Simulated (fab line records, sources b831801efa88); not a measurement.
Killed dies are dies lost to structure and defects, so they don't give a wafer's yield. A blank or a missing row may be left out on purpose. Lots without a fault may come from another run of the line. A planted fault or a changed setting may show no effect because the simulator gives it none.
A struck lot beside a sound one | flow gf180mcu | 17 steps out of a route of 602
Sound: wafers L505.1, L505.3, L505.6. Struck: wafers L493.3, L493.4, L493.6. The cause comes at the end.
At each step with rows: each side's tool, then ch and its chambers, then its first start. Under that, the readings that differ: sound wafers | struck wafers | difference of the means | sigmas: that difference in standard deviations of wafers without a fault.
alike: readings whose means differ by less than 2 such deviations, and words and numbers that are the same on both sides. not compared: withheld readings, readings that some wafer has no value for, bounds like >300 that may hide the same value, and numbers for which the record gives no deviation and whose values overlap.
The two part at a step that has a row with sigmas, a row that says differs or no value, or rows on one side only. Numbers that don't overlap but have no deviation are shown without sigmas and don't part them. A reading that every wafer of one side lacks parts them only if that side has two wafers or more.

GF_STI_CMP_25: polishes, stops on Si3N4, t overpolish 33 s, target thk 524.6 nm.
  sound on cmp-01 ch 0,2, day 5 04:38; struck on cmp-01 ch 0,1,3, day 2 15:16
  alike: motor_current_A, overpolish_run_s, time_to_endpoint_s
then, 4 steps without rows for these wafers: GF_STI_WET_ETCH_26 (etches SiO2 in dHF, target depth 94 nm, time 188 s); GF_STI_WET_ETCH_27 (etches Si3N4 in H3PO4, target depth 160 nm, time 1825 s); GF_STI_WET_ETCH_28 (etches SiO2 in dHF, target depth 20 nm, time 40 s); GF_STI_OXIDATION_29 (stabilise 600 s, purge 300 s, target thk 10 nm).
GF_STI_THK_MEAS_30:
  sound on film_metro-01, day 5 07:17; struck on film_metro-03, day 2 17:37
  reading                   | sound          | struck            | difference | sigmas
  STI_OXIDATION_02_THK (nm) | 9.65 9.75 9.69 | 10.23 10.30 10.25 | +0.56      | +3
then, 6 steps without rows for these wafers: GF_DNWELL_DEHYDRATE_00 (time 60 s); GF_DNWELL_HMDS_01 (prime time 60 s); GF_DNWELL_COAT_02 (resist thk 3000 nm); GF_DNWELL_SOFTBAKE_03; GF_DNWELL_EXPOSE_04 (exposes mask DNWELL, target cd 1700 nm); GF_DNWELL_PEB_05.
GF_DNWELL_DEVELOP_06: develop time 60 s.
  sound on litho_track-03 ch 0, day 5 21:00; struck on litho_track-01, day 3 05:00
  no value came back on the struck wafers for chill_plate_temp_C (C), develop_time_s (s); on the sound wafers chill_plate_temp_C (C) reads 22.92 23.03 23.02
then, 1 step without rows for these wafers: GF_DNWELL_IMPLANT_07.
GF_DNWELL_STRIP_08: strips in O2/N2.
  sound on plasma_asher-02 ch 0, day 5 22:00; struck on plasma_asher-02 ch 0,1, day 3 05:53
  reading                      | sound             | struck            | difference | sigmas
  strip_time_to_endpoint_s (s) | 36.77 36.69 36.81 | 36.95 37.15 37.07 | +0.30      | +2
  alike: drypump_motor_current_A, heater_power_w, n2_flow_sccm, oes_product_au
  not compared: rf_hours_counter_h
GF_DNWELL_TW_MEAS_09:
  sound on film_metro-04, day 5 22:06; struck on film_metro-01, day 3 05:59
  reading   | sound          | struck   | difference | sigmas
  DNWELL_TW | 1332 1333 1331 | 30 30 30 | -1302      | -81
then, 1 step without rows for these wafers: GF_NWELL_DEHYDRATE_00 (time 60 s).

WHERE THEY PART
First at GF_STI_THK_MEAS_30; last, within this record, at GF_DNWELL_TW_MEAS_09.

WHY: what the simulator had put in
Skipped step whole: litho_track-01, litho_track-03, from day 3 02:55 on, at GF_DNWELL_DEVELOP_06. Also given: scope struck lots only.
